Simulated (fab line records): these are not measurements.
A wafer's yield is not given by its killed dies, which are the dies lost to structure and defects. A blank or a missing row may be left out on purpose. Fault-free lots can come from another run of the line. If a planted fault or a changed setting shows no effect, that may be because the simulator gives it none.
Which tool was responsible? || flow gf180mcu || Sampling: 13 lots, 39 wafers, 5 of 602 route steps

## WHAT THE GAUGES READ, wafer by wafer
GF_HV_LDD_CD_MEAS_46: target cd 400 nm.
{"lot": "L585", "measured": "day 12 16:30", "on": "cd_sem-02", "cd_nm (nm)": "396.9 396.4 398.6"}
{"lot": "L586", "measured": "day 13 01:34", "on": "cd_sem-02", "cd_nm (nm)": "398.0 397.7 395.9"}
{"lot": "L587", "measured": "day 13 04:25", "on": "cd_sem-02", "cd_nm (nm)": "402.5 401.4 399.6"}
{"lot": "L589", "measured": "day 13 21:29", "on": "cd_sem-02", "cd_nm (nm)": "403.0 403.4 402.3"}
{"lot": "L590", "measured": "day 14 05:28", "on": "cd_sem-01", "cd_nm (nm)": "400.4 399.7 400.2"}
{"lot": "L592", "measured": "day 14 15:18", "on": "cd_sem-02", "cd_nm (nm)": "399.7 399.0 400.0"}
{"lot": "L596", "measured": "day 16 03:46", "on": "cd_sem-01", "cd_nm (nm)": "398.9 400.3 401.9"}
{"lot": "L601", "measured": "day 17 15:49", "on": "cd_sem-02", "cd_nm (nm)": "396.3 398.0 398.4"}
{"lot": "L602", "measured": "day 18 00:59", "on": "cd_sem-02", "cd_nm (nm)": "397.4 401.4 399.2"}
{"lot": "L603", "measured": "day 18 07:41", "on": "cd_sem-02", "cd_nm (nm)": "396.9 398.1 398.5"}
{"lot": "L604", "measured": "day 18 21:23", "on": "cd_sem-02", "cd_nm (nm)": "402.6 399.3 399.0"}
{"lot": "L606", "measured": "day 19 08:55", "on": "cd_sem-01", "cd_nm (nm)": "402.0 400.6 402.1"}
{"lot": "L607", "measured": "day 19 16:40", "on": "cd_sem-01", "cd_nm (nm)": "400.4 401.1 400.2"}

GF_HV_LDD_OVL_MEAS_47.
{"lot": "L585", "measured": "day 12 16:36", "on": "overlay-01", "HV_LDD_03_OVL (nm)": "1.5 1.5 -0.2"}
{"lot": "L586", "measured": "day 13 01:41", "on": "overlay-01", "HV_LDD_03_OVL (nm)": "-2.6 -1.8 -1.9"}
{"lot": "L587", "measured": "day 13 04:32", "on": "overlay-02", "HV_LDD_03_OVL (nm)": "0.8 0.2 1.3"}
{"lot": "L589", "measured": "day 13 21:35", "on": "overlay-02", "HV_LDD_03_OVL (nm)": "0.5 -1.3 -2.2"}
{"lot": "L590", "measured": "day 14 05:34", "on": "overlay-02", "HV_LDD_03_OVL (nm)": "1.3 -1.4 1.3"}
{"lot": "L592", "measured": "day 14 15:23", "on": "overlay-01", "HV_LDD_03_OVL (nm)": "-2.9 -0.1 -0.4"}
{"lot": "L596", "measured": "day 16 03:53", "on": "overlay-02", "HV_LDD_03_OVL (nm)": "0.8 -0.8 0.1"}
{"lot": "L601", "measured": "day 17 15:56", "on": "overlay-01", "HV_LDD_03_OVL (nm)": "-1.4 -1.0 -0.3"}
{"lot": "L602", "measured": "day 18 01:06", "on": "overlay-01", "HV_LDD_03_OVL (nm)": "-1.1 0.1 1.1"}
{"lot": "L603", "measured": "day 18 07:46", "on": "overlay-02", "HV_LDD_03_OVL (nm)": "-2.3 -0.4 -0.7"}
{"lot": "L604", "measured": "day 18 21:29", "on": "overlay-02", "HV_LDD_03_OVL (nm)": "1.6 1.4 0.3"}
{"lot": "L606", "measured": "day 19 09:02", "on": "overlay-02", "HV_LDD_03_OVL (nm)": "2.4 0.8 1.1"}
{"lot": "L607", "measured": "day 19 16:47", "on": "overlay-01", "HV_LDD_03_OVL (nm)": "1.8 1.8 -0.3"}

GF_PSD_RS_MEAS_14: the measuring method here is four-point-probe.
{"lot": "L585", "measured": "day 14 14:32", "on": "film_metro-01", "NSD_RS (ohm/sq)": "46.00 45.93 46.12"}
{"lot": "L586", "measured": "day 14 23:08", "on": "film_metro-04", "NSD_RS (ohm/sq)": "46.15 46.19 46.25"}
{"lot": "L587", "measured": "day 15 02:02", "on": "film_metro-04", "NSD_RS (ohm/sq)": "46.18 46.18 46.09"}
{"lot": "L589", "measured": "day 15 20:05", "on": "film_metro-04", "NSD_RS (ohm/sq)": "46.12 46.12 46.33"}
{"lot": "L590", "measured": "day 16 04:28", "on": "film_metro-02", "NSD_RS (ohm/sq)": "42.53 42.61 42.53"}
{"lot": "L592", "measured": "day 16 15:13", "on": "film_metro-04", "NSD_RS (ohm/sq)": "42.52 42.68 42.66"}
{"lot": "L596", "measured": "day 18 06:09", "on": "film_metro-01", "NSD_RS (ohm/sq)": "46.22 46.31 46.25"}
{"lot": "L601", "measured": "day 19 20:25", "on": "film_metro-01", "NSD_RS (ohm/sq)": "46.14 46.22 46.21"}
{"lot": "L602", "measured": "day 20 06:16", "on": "film_metro-02", "NSD_RS (ohm/sq)": "46.14 46.08 46.23"}
{"lot": "L603", "measured": "day 20 11:55", "on": "film_metro-04", "NSD_RS (ohm/sq)": "46.15 46.19 46.05"}
{"lot": "L604", "measured": "day 21 01:27", "on": "film_metro-02", "NSD_RS (ohm/sq)": "46.18 46.05 46.09"}
{"lot": "L606", "measured": "day 21 13:18", "on": "film_metro-01", "NSD_RS (ohm/sq)": "46.21 46.15 46.19"}
{"lot": "L607", "measured": "day 21 20:31", "on": "film_metro-01", "NSD_RS (ohm/sq)": "46.14 46.20 46.17"}

GF_PSD_RS_MEAS_15: the measuring method here is four-point-probe.
{"lot": "L585", "measured": "day 14 14:40", "on": "film_metro-01", "PSD_RS (ohm/sq)": "108.49 108.16 108.24"}
{"lot": "L586", "measured": "day 14 23:16", "on": "film_metro-04", "PSD_RS (ohm/sq)": "108.54 108.67 108.92"}
{"lot": "L587", "measured": "day 15 02:09", "on": "film_metro-04", "PSD_RS (ohm/sq)": "108.29 108.84 108.85"}
{"lot": "L589", "measured": "day 15 20:13", "on": "film_metro-04", "PSD_RS (ohm/sq)": "108.46 108.45 108.75"}
{"lot": "L590", "measured": "day 16 04:35", "on": "film_metro-02", "PSD_RS (ohm/sq)": "102.20 101.89 102.01"}
{"lot": "L592", "measured": "day 16 15:20", "on": "film_metro-04", "PSD_RS (ohm/sq)": "101.94 102.16 102.18"}
{"lot": "L596", "measured": "day 18 06:16", "on": "film_metro-01", "PSD_RS (ohm/sq)": "108.67 108.63 108.73"}
{"lot": "L601", "measured": "day 19 20:32", "on": "film_metro-01", "PSD_RS (ohm/sq)": "108.33 108.28 108.56"}
{"lot": "L602", "measured": "day 20 06:23", "on": "film_metro-02", "PSD_RS (ohm/sq)": "108.64 108.68 108.85"}
{"lot": "L603", "measured": "day 20 12:02", "on": "film_metro-04", "PSD_RS (ohm/sq)": "108.52 108.56 108.73"}
{"lot": "L604", "measured": "day 21 01:34", "on": "film_metro-02", "PSD_RS (ohm/sq)": "108.94 108.53 108.26"}
{"lot": "L606", "measured": "day 21 13:25", "on": "film_metro-01", "PSD_RS (ohm/sq)": "108.92 108.63 108.49"}
{"lot": "L607", "measured": "day 21 20:38", "on": "film_metro-01", "PSD_RS (ohm/sq)": "108.70 108.70 108.67"}

## WHAT TOOL EACH LOT RAN ON (gives the tool, then ch and the chambers of the sampled wafers, and finally the start)
{"lot": "L585", "GF_PSD_RTA_13": "rtp_anneal-02 ch 0, day 14 14:27"}
{"lot": "L586", "GF_PSD_RTA_13": "rtp_anneal-01 ch 0, day 14 22:58"}
{"lot": "L587", "GF_PSD_RTA_13": "rtp_anneal-02 ch 0, day 15 01:56"}
{"lot": "L589", "GF_PSD_RTA_13": "rtp_anneal-02 ch 0, day 15 20:00"}
{"lot": "L590", "GF_PSD_RTA_13": "rtp_anneal-02 ch 0, day 16 04:22"}
{"lot": "L592", "GF_PSD_RTA_13": "rtp_anneal-02 ch 0, day 16 15:07"}
{"lot": "L596", "GF_PSD_RTA_13": "rtp_anneal-01 ch 0, day 18 06:04"}
{"lot": "L601", "GF_PSD_RTA_13": "rtp_anneal-01 ch 0, day 19 20:19"}
{"lot": "L602", "GF_PSD_RTA_13": "rtp_anneal-02 ch 0, day 20 06:11"}
{"lot": "L603", "GF_PSD_RTA_13": "rtp_anneal-02 ch 0, day 20 11:49"}
{"lot": "L604", "GF_PSD_RTA_13": "rtp_anneal-01 ch 0, day 21 01:22"}
{"lot": "L606", "GF_PSD_RTA_13": "rtp_anneal-01 ch 0, day 21 13:13"}
{"lot": "L607", "GF_PSD_RTA_13": "rtp_anneal-01 ch 0, day 21 20:26"}
- GF_PSD_RTA_13: time 20 s.

## AS READ BY THE TOOLS THEMSELVES (means over the sampled wafers that have a number; for cases with no such wafer, the mark the record gives instead)
GF_PSD_RTA_13.
{"lot": "L585", "tool": "rtp_anneal-02", "lamp_power_pct (%)": 34.8, "run_length_s (s)": 49.0, "wafer_temp_C_max": 1032.5}
{"lot": "L586", "tool": "rtp_anneal-01", "lamp_power_pct (%)": 36.9, "run_length_s (s)": 51.4, "wafer_temp_C_max": 1030.3}
{"lot": "L587", "tool": "rtp_anneal-02", "lamp_power_pct (%)": 34.8, "run_length_s (s)": 48.8, "wafer_temp_C_max": 1032.3}
{"lot": "L589", "tool": "rtp_anneal-02", "lamp_power_pct (%)": 34.8, "run_length_s (s)": 49.0, "wafer_temp_C_max": 1033.4}
{"lot": "L590", "tool": "rtp_anneal-02", "lamp_power_pct (%)": 34.8, "run_length_s (s)": 67.7, "wafer_temp_C_max": 1031.8}
{"lot": "L592", "tool": "rtp_anneal-02", "lamp_power_pct (%)": 34.9, "run_length_s (s)": 67.9, "wafer_temp_C_max": 1032.0}
{"lot": "L596", "tool": "rtp_anneal-01", "lamp_power_pct (%)": 36.9, "run_length_s (s)": 49.3, "wafer_temp_C_max": 1030.0}
{"lot": "L601", "tool": "rtp_anneal-01", "lamp_power_pct (%)": 36.9, "run_length_s (s)": 49.3, "wafer_temp_C_max": 1029.7}
{"lot": "L602", "tool": "rtp_anneal-02", "lamp_power_pct (%)": 34.9, "run_length_s (s)": 49.0, "wafer_temp_C_max": 1031.5}
{"lot": "L603", "tool": "rtp_anneal-02", "lamp_power_pct (%)": 34.9, "run_length_s (s)": 49.1, "wafer_temp_C_max": 1031.2}
{"lot": "L604", "tool": "rtp_anneal-01", "lamp_power_pct (%)": 36.8, "run_length_s (s)": 49.3, "wafer_temp_C_max": 1030.0}
{"lot": "L606", "tool": "rtp_anneal-01", "lamp_power_pct (%)": 36.9, "run_length_s (s)": 49.2, "wafer_temp_C_max": 1030.9}
{"lot": "L607", "tool": "rtp_anneal-01", "lamp_power_pct (%)": 36.9, "run_length_s (s)": 49.3, "wafer_temp_C_max": 1030.8}

## THE ANSWER, worked out from the rows above alone
Rule: usual is defined by the lots themselves. The widest of any qualifying gaps counts: lots, ordered by their means at a reading, are off when they make up no more than a third of the lots, leave a main group of 4 or more, and stand apart from it by 3 or more times the standard deviation of that group's means. A main group is skipped when, at the precision printed for the reading in the tables above, its means are all equal. Also off: a lot with no number at a reading for which 4 or more lots have one. All remaining lots with rows at the step are treated as sound. The gauges are gone through in route order, then the tools' own readings, and for those a lot's mean is taken as printed above. At the first step where some lot is off, the reading lying furthest off is the one used; lots without a number count as furthest.
Off: at GF_PSD_RS_MEAS_14 (NSD_RS), L590, L592. Main group: mean 46.16 ohm/sq, sd 0.059.
If a tool, at a process step before that reading, ran all the lots that are off and no sound lot after the first of them, it fits. The gauges at GF_PSD_RS_MEAS_14 aren't tried: what is off there is off at GF_PSD_RTA_13 too, on other tools, and a gauge's error can't cause that. None of those tried fits.

## WHAT THE SIMULATOR PUT IN
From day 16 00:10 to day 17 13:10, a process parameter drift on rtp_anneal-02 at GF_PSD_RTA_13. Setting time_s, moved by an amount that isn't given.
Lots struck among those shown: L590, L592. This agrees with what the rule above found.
